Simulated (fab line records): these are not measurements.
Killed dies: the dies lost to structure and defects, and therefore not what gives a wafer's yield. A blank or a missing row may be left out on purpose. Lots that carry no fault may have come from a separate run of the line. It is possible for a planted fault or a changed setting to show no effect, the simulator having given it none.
fab line records + flow gf180mcu
record
- lots=11
- wafers=33
- lastDay=34
route steps=602 shown M3@425 V3@452 M4@457
lots with no fault: from the same line, run without faults
startH: hours from the record's first day to the start of the lot's first wafer shown + waitH: hours from the lot's prior step to this one + " same as the row above + L1.1+2: several wafers, shown together as one row + - no value, or no start was given + * or withheld: withheld + < > ~ a bound
route shown NAME@n: NAME is a module with steps in the file, n the number in the route of the first one + usual: mean and standard deviation over wafers with no fault + same: alike in all rows + chamber/n: place in a boat + sites: readings site by site + _std_site: standard deviation of those values + _edge_site: inner sites' mean taken away from outer sites' mean + radiusMm: for every site, how far away it sits from the centre of the wafer + mask NAME#n: copy n + behind: tool/chamber where the wafer was last shaped + hold: the reason the lot was held/the length of the hold in hours/how it ended + device: which transistor (n, p or np) failed to switch + end of line: tests run on the same wafers once the route is complete + a step with no rows: only its recipe + killed: dies lost to structure and defects at the first sort, not the wafer's yield + map: a wafer's dies, marking killed ones x, the rest . and places with no die _
set.NAME: setting as actually run; set.NAME@STEP: the setting as run at that earlier step + model.NAME: the simulator's own value behind a step, which no gauge read
the route's steps for a sample of lots (tables are steps, rows are wafers)
services: a tool's chamber out of use, with start hour (startH, from the record's first day; less than 0 if before it), hours out, and reason
## steps
# step GF_M3_METAL_ETCH_16
# recipe
- chemistry=Cl2/BCl3
- maskMaterial=KrF
- targetDepthNm=750.8
- stopOn=SiO2
- pressureMtorr=8
- icpW=800
- biasW=140
- Cl2_flow_sccm=80
- bcl3FlowSccm=40
- timeS=125.1
# usual
- drypumpMotorCurrentA=5.8/0.33
- oesProductAu=0.987/0.0059
- throttleValvePct=28.232/0.01
| lot.wafer | tool        | chamber | startH | waitH | drypumpMotorCurrentA | oesProductAu | rfHoursCounterH | throttleValvePct |
|-----------|-------------|---------|--------|-------|----------------------|--------------|-----------------|------------------|
| L873.1    | rieMetal-03 | 1       | 491.16 | 0.0   | 5.3                  | 0.982        | 11              | 28.234           |
| L873.2    | "           | 0       | "      | "     | 6.5                  | 0.987        | 9               | 28.227           |
| L873.5    | "           | 0       | "      | "     | 6.5                  | 0.978        | -               | 28.228           |
| L874.2    | rieMetal-01 | 0       | 510.26 | 0.0   | 5.9                  | 0.999        | 4               | 28.218           |
| L874.5    | "           | 0       | "      | "     | 6.0                  | 0.988        | -               | 28.228           |
| L874.6    | "           | 1       | "      | "     | 5.9                  | 0.987        | -               | 28.229           |
| L876.1    | rieMetal-03 | 1       | 521.53 | 0.0   | 5.4                  | 0.984        | 11              | 28.218           |
| L876.3    | "           | 1       | "      | "     | 5.4                  | 0.978        | -               | 28.234           |
| L876.4    | "           | 0       | "      | "     | 6.5                  | 0.980        | -               | 28.227           |
| L878.1    | rieMetal-01 | 1       | 537.26 | 0.0   | 5.9                  | 0.987        | 10              | 28.248           |
| L878.2    | "           | 0       | "      | "     | 6.0                  | 0.993        | 4               | 28.231           |
| L878.4    | "           | 0       | "      | "     | 5.9                  | 0.987        | -               | 28.222           |
| L880.2    | rieMetal-04 | 0       | 555.81 | 0.0   | 6.1                  | 0.986        | 4               | 28.236           |
| L880.5    | "           | 1       | "      | "     | 5.4                  | 0.996        | -               | 28.222           |
| L880.6    | "           | 0       | "      | "     | 6.1                  | 0.981        | -               | 28.250           |
| L889.3    | rieMetal-03 | 1       | 635.84 | 0.1   | 5.3                  | 0.992        | -               | 28.244           |
| L889.4    | "           | 1       | "      | "     | 5.3                  | 0.980        | -               | 28.246           |
| L889.6    | "           | 1       | "      | "     | 5.3                  | 0.980        | -               | 28.239           |
| L890.1    | rieMetal-04 | 0       | 637.96 | 0.0   | 6.1                  | 0.984        | 7               | 28.241           |
| L890.2    | "           | 0       | "      | "     | 6.1                  | 0.987        | -               | 28.234           |
| L890.6    | "           | 0       | "      | "     | 6.1                  | 0.993        | -               | 28.237           |
| L891.1    | rieMetal-01 | 0       | 640.68 | 0.0   | 5.9                  | 0.982        | 8               | 28.238           |
| L891.4    | "           | 0       | "      | "     | 6.0                  | 0.988        | -               | 28.227           |
| L891.5    | "           | 0       | "      | "     | 6.0                  | 0.980        | -               | 28.230           |
| L892.1    | rieMetal-01 | 0       | 651.48 | 0.0   | 5.9                  | 0.983        | 9               | 28.235           |
| L892.3    | "           | 0       | "      | "     | 5.9                  | 0.991        | -               | 28.237           |
| L892.4    | "           | 1       | "      | "     | 5.9                  | 0.983        | -               | 28.254           |
| L893.3    | rieMetal-01 | 0       | 653.82 | 0.1   | 5.9                  | 0.986        | -               | 28.231           |
| L893.4    | "           | 1       | "      | "     | 5.9                  | 0.995        | -               | 28.221           |
| L893.5    | "           | 0       | "      | "     | 5.9                  | 0.991        | -               | 28.239           |
| L894.1    | rieMetal-04 | 1       | 661.01 | 0.0   | 5.5                  | 0.993        | 0               | 28.222           |
| L894.2    | "           | 0       | "      | "     | 6.1                  | 0.992        | 8               | 28.233           |
| L894.4    | "           | 0       | "      | "     | 6.1                  | 0.991        | -               | 28.232           |
# step GF_V3_CVD_23
# recipe
- material=W
- targetThkNm=350
- timeS=104.9
- tempC=400
- pressureTorr=40
# usual
- heaterPowerW=928/100
- susceptorTempC=400.04/0.21
| lot.wafer | tool    | chamber | startH | waitH | heaterPowerW | susceptorTempC |
|-----------|---------|---------|--------|-------|--------------|----------------|
| L873.1    | cvdW-02 | 0       | 516.35 | 0.0   | 978          | 399.84         |
| L873.2    | "       | 1       | "      | "     | 1048         | 400.11         |
| L873.5    | "       | 1       | "      | "     | 1068         | 400.06         |
| L874.2    | cvdW-02 | 1       | 542.13 | 0.0   | 1061         | 399.72         |
| L874.5    | "       | 0       | "      | "     | 986          | 399.94         |
| L874.6    | "       | 1       | "      | "     | 1015         | 399.97         |
| L876.1    | cvdW-02 | 0       | 546.92 | 0.0   | 990          | 400.09         |
| L876.3    | "       | 1       | "      | "     | 1031         | 400.22         |
| L876.4    | "       | 0       | "      | "     | 981          | 399.94         |
| L878.1    | cvdW-02 | 1       | 563.36 | 0.0   | 1042         | 399.75         |
| L878.2    | "       | 0       | "      | "     | 975          | 400.06         |
| L878.4    | "       | 0       | "      | "     | 993          | 399.93         |
| L880.2    | cvdW-02 | 1       | 579.73 | 0.0   | 1056         | 400.05         |
| L880.5    | "       | 0       | "      | "     | 962          | 395.48         |
| L880.6    | "       | 1       | "      | "     | 1076         | 400.24         |
| L889.3    | cvdW-02 | 0       | 657.06 | 0.1   | 980          | 400.19         |
| L889.4    | "       | 1       | "      | "     | 1056         | 400.25         |
| L889.6    | "       | 0       | "      | "     | 966          | 400.28         |
| L890.1    | cvdW-01 | 1       | 660.00 | 0.0   | 780          | 399.92         |
| L890.2    | "       | 1       | "      | "     | 797          | 400.38         |
| L890.6    | "       | 1       | "      | "     | 791          | 400.25         |
| L891.1    | cvdW-01 | 1       | 663.06 | 0.0   | 788          | 400.53         |
| L891.4    | "       | 1       | "      | "     | 808          | 400.00         |
| L891.5    | "       | 1       | "      | "     | 796          | 399.88         |
| L892.1    | cvdW-01 | 0       | 673.32 | 0.0   | 1008         | 400.21         |
| L892.3    | "       | 0       | "      | "     | 1001         | 400.12         |
| L892.4    | "       | 1       | "      | "     | 783          | 399.87         |
| L893.3    | cvdW-01 | 0       | 675.24 | 0.1   | 1020         | 399.81         |
| L893.4    | "       | 1       | "      | "     | 783          | 399.88         |
| L893.5    | "       | 1       | "      | "     | 797          | 400.09         |
| L894.1    | cvdW-01 | 0       | 682.82 | 0.0   | 1010         | 400.35         |
| L894.2    | "       | 1       | "      | "     | 814          | 400.21         |
| L894.4    | "       | 0       | "      | "     | 972          | 399.97         |
# step GF_V3_RS_MEAS_24
# recipe
- thkMeasGauge=four-point-probe
- reads=W_of_V3_CVD_23+TiN_of_V3_SPUTTER_22+Ti_of_V3_SPUTTER_21
# usual
- V3_W_RS=0.327/0.0036
| lot.wafer | tool         | chamber | startH | waitH | V3_W_RS[ohm/sq] |
|-----------|--------------|---------|--------|-------|-----------------|
| L873.1    | filmMetro-04 | -       | 516.46 | 0.1   | 0.330           |
| L873.2    | "            | -       | "      | "     | 0.328           |
| L873.5    | "            | -       | "      | "     | 0.326           |
| L874.2    | filmMetro-03 | -       | 542.26 | 0.1   | 0.326           |
| L874.5    | "            | -       | "      | "     | 0.327           |
| L874.6    | "            | -       | "      | "     | 0.325           |
| L876.1    | filmMetro-03 | -       | 547.03 | 0.1   | 0.324           |
| L876.3    | "            | -       | "      | "     | 0.325           |
| L876.4    | "            | -       | "      | "     | 0.324           |
| L878.1    | filmMetro-03 | -       | 563.47 | 0.1   | 0.335           |
| L878.2    | "            | -       | "      | "     | 0.326           |
| L878.4    | "            | -       | "      | "     | 0.323           |
| L880.2    | filmMetro-03 | -       | 579.86 | 0.1   | 0.328           |
| L880.5    | "            | -       | "      | "     | 0.352           |
| L880.6    | "            | -       | "      | "     | 0.326           |
| L889.3    | filmMetro-02 | -       | 657.17 | 0.1   | 0.328           |
| L889.4    | "            | -       | "      | "     | 0.331           |
| L889.6    | "            | -       | "      | "     | 0.327           |
| L890.1    | filmMetro-02 | -       | 660.22 | 0.2   | 0.325           |
| L890.2    | "            | -       | "      | "     | 0.332           |
| L890.6    | "            | -       | "      | "     | 0.326           |
| L891.1    | filmMetro-04 | -       | 663.28 | 0.2   | 0.325           |
| L891.4    | "            | -       | "      | "     | 0.330           |
| L891.5    | "            | -       | "      | "     | 0.331           |
| L892.1    | filmMetro-03 | -       | 673.44 | 0.1   | 0.326           |
| L892.3    | "            | -       | "      | "     | 0.326           |
| L892.4    | "            | -       | "      | "     | 0.320           |
| L893.3    | filmMetro-02 | -       | 675.36 | 0.1   | 0.322           |
| L893.4    | "            | -       | "      | "     | 0.327           |
| L893.5    | "            | -       | "      | "     | 0.319           |
| L894.1    | filmMetro-02 | -       | 682.93 | 0.1   | 0.327           |
| L894.2    | "            | -       | "      | "     | 0.326           |
| L894.4    | "            | -       | "      | "     | 0.326           |
# step GF_V3_THK_MEAS_25
# recipe
- thkMeasGauge=xrf
- reads=W_of_V3_CVD_23
# usual
- V3_W_THK=351/4.3
| lot.wafer | tool         | chamber | startH | waitH | V3_W_THK[nm] |
|-----------|--------------|---------|--------|-------|--------------|
| L873.1    | filmMetro-04 | -       | 516.58 | 0.1   | 347          |
| L873.2    | "            | -       | "      | "     | 351          |
| L873.5    | "            | -       | "      | "     | 351          |
| L874.2    | filmMetro-03 | -       | 542.37 | 0.1   | 349          |
| L874.5    | "            | -       | "      | "     | 350          |
| L874.6    | "            | -       | "      | "     | 351          |
| L876.1    | filmMetro-03 | -       | 547.15 | 0.1   | 354          |
| L876.3    | "            | -       | "      | "     | 351          |
| L876.4    | "            | -       | "      | "     | 352          |
| L878.1    | filmMetro-03 | -       | 563.59 | 0.1   | 337          |
| L878.2    | "            | -       | "      | "     | 350          |
| L878.4    | "            | -       | "      | "     | 351          |
| L880.2    | filmMetro-03 | -       | 579.97 | 0.1   | 348          |
| L880.5    | "            | -       | "      | "     | 326          |
| L880.6    | "            | -       | "      | "     | 352          |
| L889.3    | filmMetro-02 | -       | 657.27 | 0.1   | 356          |
| L889.4    | "            | -       | "      | "     | 352          |
| L889.6    | "            | -       | "      | "     | 356          |
| L890.1    | filmMetro-02 | -       | 660.34 | 0.1   | 360          |
| L890.2    | "            | -       | "      | "     | 351          |
| L890.6    | "            | -       | "      | "     | 357          |
| L891.1    | filmMetro-04 | -       | 663.40 | 0.1   | 356          |
| L891.4    | "            | -       | "      | "     | 351          |
| L891.5    | "            | -       | "      | "     | 350          |
| L892.1    | filmMetro-03 | -       | 673.56 | 0.1   | 350          |
| L892.3    | "            | -       | "      | "     | 349          |
| L892.4    | "            | -       | "      | "     | 356          |
| L893.3    | filmMetro-02 | -       | 675.46 | 0.1   | 361          |
| L893.4    | "            | -       | "      | "     | 356          |
| L893.5    | "            | -       | "      | "     | 362          |
| L894.1    | filmMetro-02 | -       | 683.05 | 0.1   | 355          |
| L894.2    | "            | -       | "      | "     | 355          |
| L894.4    | "            | -       | "      | "     | 356          |
# step GF_M4_SPUTTER_01
# recipe
- material=TiN
- targetThkNm=30
- powerW=6500
- timeS=25
- chamberPressurePa=0.4
# usual
- chamberPressurePa=0.3999/0.00078
- throttleValvePct=30.1/1.1
| lot.wafer | tool          | chamber | startH | waitH | chamberPressurePa | throttleValvePct |
|-----------|---------------|---------|--------|-------|-------------------|------------------|
| L873.1    | pvdSputter-02 | -       | 517.04 | 0.1   | 0.3994            | 29.5             |
| L873.2    | "             | -       | "      | "     | 0.4000            | 30.7             |
| L873.5    | "             | -       | "      | "     | 0.3998            | 29.5             |
| L874.2    | pvdSputter-02 | -       | 542.82 | 0.1   | 0.4003            | 31.3             |
| L874.5    | "             | -       | "      | "     | 0.3994            | 29.2             |
| L874.6    | "             | -       | "      | "     | 0.3996            | 31.4             |
| L876.1    | pvdSputter-02 | -       | 547.61 | 0.1   | 0.3996            | 29.7             |
| L876.3    | "             | -       | "      | "     | 0.3998            | 31.2             |
| L876.4    | "             | -       | "      | "     | 0.3995            | 31.5             |
| L878.1    | pvdSputter-04 | -       | 564.05 | 0.1   | 0.3998            | 30.4             |
| L878.2    | "             | -       | "      | "     | 0.3997            | 31.2             |
| L878.4    | "             | -       | "      | "     | 0.3985            | 28.9             |
| L880.2    | pvdSputter-02 | -       | 580.42 | 0.1   | 0.3986            | 31.4             |
| L880.5    | "             | -       | "      | "     | 0.4002            | 31.0             |
| L880.6    | "             | -       | "      | "     | 0.4007            | 30.8             |
| L889.3    | pvdSputter-02 | -       | 657.71 | 0.1   | 0.4001            | 31.1             |
| L889.4    | "             | -       | "      | "     | 0.3996            | 31.2             |
| L889.6    | "             | -       | "      | "     | 0.4002            | 31.0             |
| L890.1    | pvdSputter-02 | -       | 660.80 | 0.1   | 0.4007            | 30.5             |
| L890.2    | "             | -       | "      | "     | 0.4007            | 31.6             |
| L890.6    | "             | -       | "      | "     | 0.3996            | 30.8             |
| L891.1    | pvdSputter-02 | -       | 663.86 | 0.1   | 0.4012            | 31.3             |
| L891.4    | "             | -       | "      | "     | 0.4009            | 31.2             |
| L891.5    | "             | -       | "      | "     | 0.4008            | 31.1             |
| L892.1    | pvdSputter-04 | -       | 674.02 | 0.1   | 0.3998            | 29.1             |
| L892.3    | "             | -       | "      | "     | 0.4007            | 29.3             |
| L892.4    | "             | -       | "      | "     | 0.3987            | 31.4             |
| L893.3    | pvdSputter-01 | -       | 675.90 | 0.1   | 0.4005            | 28.5             |
| L893.4    | "             | -       | "      | "     | 0.4003            | 28.5             |
| L893.5    | "             | -       | "      | "     | 0.4009            | 28.5             |
| L894.1    | pvdSputter-01 | -       | 683.51 | 0.1   | 0.4001            | 28.5             |
| L894.2    | "             | -       | "      | "     | 0.4001            | 31.4             |
| L894.4    | "             | -       | "      | "     | 0.4001            | 28.5             |
# step GF_M4_SPUTTER_03
# recipe
- material=Ti
- targetThkNm=10
- substrateTempC=300
- chamberPressurePa=0.3
- powerW=3000
- timeS=6.7
# usual
- chamberPressurePa=0.2999/0.00053
- substrateTempC=299.99/0.21
- throttleValvePct=30.0/1.1
| lot.wafer | tool          | chamber | startH | waitH | chamberPressurePa | substrateTempC | throttleValvePct |
|-----------|---------------|---------|--------|-------|-------------------|----------------|------------------|
| L873.1    | pvdSputter-02 | -       | 517.10 | 0.0   | 0.2993            | 299.80         | 29.3             |
| L873.2    | "             | -       | "      | "     | 0.3004            | 300.15         | 30.7             |
| L873.5    | "             | -       | "      | "     | 0.2996            | 300.02         | 29.5             |
| L874.2    | pvdSputter-02 | -       | 542.88 | 0.0   | 0.3008            | 300.13         | 31.0             |
| L874.5    | "             | -       | "      | "     | 0.2996            | 299.81         | 29.4             |
| L874.6    | "             | -       | "      | "     | 0.2995            | 300.23         | 31.5             |
| L876.1    | pvdSputter-02 | -       | 547.67 | 0.0   | 0.3003            | 299.80         | 29.4             |
| L876.3    | "             | -       | "      | "     | 0.3006            | 300.15         | 31.2             |
| L876.4    | "             | -       | "      | "     | 0.3008            | 299.91         | 31.4             |
| L878.1    | pvdSputter-04 | -       | 564.12 | 0.0   | 0.3001            | 299.97         | 30.5             |
| L878.2    | "             | -       | "      | "     | 0.3000            | 299.88         | 31.2             |
| L878.4    | "             | -       | "      | "     | 0.3000            | 300.23         | 29.1             |
| L880.2    | pvdSputter-02 | -       | 580.48 | 0.0   | 0.2991            | 299.81         | 31.3             |
| L880.5    | "             | -       | "      | "     | 0.2997            | 299.86         | 30.8             |
| L880.6    | "             | -       | "      | "     | 0.3011            | 299.89         | 30.8             |
| L889.3    | pvdSputter-02 | -       | 657.77 | 0.0   | 0.2997            | 299.91         | 31.4             |
| L889.4    | "             | -       | "      | "     | 0.2997            | 299.66         | 31.4             |
| L889.6    | "             | -       | "      | "     | 0.3003            | 299.82         | 31.1             |
| L890.1    | pvdSputter-02 | -       | 660.86 | 0.0   | 0.2992            | 300.20         | 30.6             |
| L890.2    | "             | -       | "      | "     | 0.3001            | 299.91         | 31.4             |
| L890.6    | "             | -       | "      | "     | 0.3000            | 300.43         | 30.8             |
| L891.1    | pvdSputter-02 | -       | 663.92 | 0.0   | 0.3002            | 300.30         | 31.1             |
| L891.4    | "             | -       | "      | "     | 0.3000            | 300.20         | 31.4             |
| L891.5    | "             | -       | "      | "     | 0.2998            | 300.14         | 31.0             |
| L892.1    | pvdSputter-04 | -       | 674.08 | 0.0   | 0.2995            | 300.42         | 28.9             |
| L892.3    | "             | -       | "      | "     | 0.2997            | 299.87         | 29.4             |
| L892.4    | "             | -       | "      | "     | 0.3014            | 299.89         | 31.3             |
| L893.3    | pvdSputter-01 | -       | 675.96 | 0.0   | 0.2993            | 300.02         | 28.6             |
| L893.4    | "             | -       | "      | "     | 0.2986            | 300.16         | 28.6             |
| L893.5    | "             | -       | "      | "     | 0.2996            | 299.90         | 28.5             |
| L894.1    | pvdSputter-01 | -       | 683.57 | 0.0   | 0.2995            | 299.68         | 28.5             |
| L894.2    | "             | -       | "      | "     | 0.3004            | 299.99         | 31.2             |
| L894.4    | "             | -       | "      | "     | 0.3005            | 300.03         | 29.0             |
## services
| tool          | chamber | startH | hours | kind                  |
|---------------|---------|--------|-------|-----------------------|
| pvdSputter-04 | -       | 480.66 | 2.1   | repair                |
| pvdSputter-04 | -       | 483.31 | 7.4   | repair                |
| rieMetal-04   | 1       | 496.13 | 2.6   | repair                |
| rieMetal-03   | 1       | 503.51 | 11.7  | repair                |
| rieMetal-04   | 1       | 516.38 | 8.0   | repair                |
| rieMetal-01   | -       | 517.24 | 0.3   | repair                |
| pvdSputter-04 | -       | 517.86 | 4.6   | repair                |
| pvdSputter-04 | -       | 525.73 | 5.1   | repair                |
| pvdSputter-02 | 2       | 535.16 | -     | consumableReplace:kit |
| pvdSputter-02 | 2       | 535.16 | 18.0  | scheduledDown         |
| pvdSputter-02 | 2       | 535.16 | 18.0  | ventCycle             |
| rieMetal-03   | 0       | 537.74 | 6.0   | repair                |
| rieMetal-01   | -       | 613.71 | 0.7   | repair                |
| pvdSputter-02 | 1       | 627.88 | -     | consumableReplace:kit |
| pvdSputter-02 | 1       | 627.88 | 18.0  | scheduledDown         |
| pvdSputter-02 | 1       | 627.88 | 18.0  | ventCycle             |
| rieMetal-01   | 1       | 629.95 | -     | clean                 |
| rieMetal-01   | 1       | 629.95 | 18.7  | scheduledDown         |
| rieMetal-01   | 1       | 629.95 | 18.7  | ventCycle             |
| cvdW-01       | 0       | 654.84 | 9.4   | repair                |
| pvdSputter-01 | -       | 657.45 | 7.0   | repair                |
| cvdW-02       | -       | 667.48 | 0.5   | repair                |
| pvdSputter-04 | -       | 672.83 | 0.7   | repair                |
| cvdW-02       | 0       | 673.54 | 5.6   | repair                |
## key
firstSign
- step=GF_V3_CVD_23
- reading=susceptorTempC
- direction=down
- sigmas=21
- usual=*
- struck=*
effect
- step=GF_V3_RS_MEAS_24
- reading=V3_W_RS
- direction=up
- sigmas=7
- usual=0.327
- struck=0.352
effect
- step=GF_V3_THK_MEAS_25
- reading=V3_W_THK
- direction=down
- sigmas=5.9
- usual=351
- struck=326
metAt GF_V3_CVD_23
struckLots L880
struckWafers L880.5
notActingAt GF_M3_METAL_ETCH_16,GF_M4_SPUTTER_01,GF_M4_SPUTTER_03
onsetBetween 563.36 579.73
fault
- kind=processParameterDrift
- tool=cvdW-02
- chamber=0
- onsetH=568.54
- steps=GF_V3_CVD_23
- channel=tempC
- offset=*
- shape=step
- endH=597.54
- actsIn=*
- stated=*
